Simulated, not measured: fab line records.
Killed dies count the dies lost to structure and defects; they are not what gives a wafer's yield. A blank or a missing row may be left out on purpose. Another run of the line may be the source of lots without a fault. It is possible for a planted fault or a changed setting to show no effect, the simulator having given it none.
Chamber matching | flow gf180mcu | GF_V1_ETCH_16 on rie-diel-04 has 4 sister chambers
The step etches BARC in N2/H2. 4 wafers are shown with their chamber, then 7 later ones without.

== WAFERS PAIRED WITH THEIR CHAMBERS ==
wafer  | chamber | drypump-motor-current-A (A)
L766.1 | 3       | 6.2
L766.3 | 0       | 4.8
L769.6 | 1       | 6.0
L778.5 | 2       | 5.8

== WAFERS WITHOUT THEIR CHAMBER ==
wafer  | drypump-motor-current-A (A)
L778.6 | 6.0
L779.2 | 4.8
L779.3 | 6.2
L779.5 | 6.3
L780.3 | 6.2
L780.4 | 4.8
L780.5 | 5.9

== EACH ONE'S CHAMBER ==
wafer  | from the rows above     | in truth
L778.6 | 1                       | 1
L779.2 | 0                       | 0
L779.3 | 3                       | 3
L779.5 | 3                       | 3
L780.3 | 3                       | 3
L780.4 | 0                       | 0
L780.5 | can't be placed: 1 or 2 | 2
6 of 7 placed correctly. These rows do not allow placing 1 (true chamber among the candidates in 1). Number placed wrongly: 0.
How it was worked out, from the rows above alone: a wafer's distance from a chamber is the root of the sum, over the readings, of the square of ((its reading less the chamber's mean) divided by the reading's scatter). The wafer belongs to the nearest chamber; if the next one is less than 2 further off, it can't be placed. A chamber's mean is the mean of its shown wafers. The scatter (one wafer shown for each chamber): square how far every hidden wafer sits from the nearest shown wafer, average those squares and take the square root.
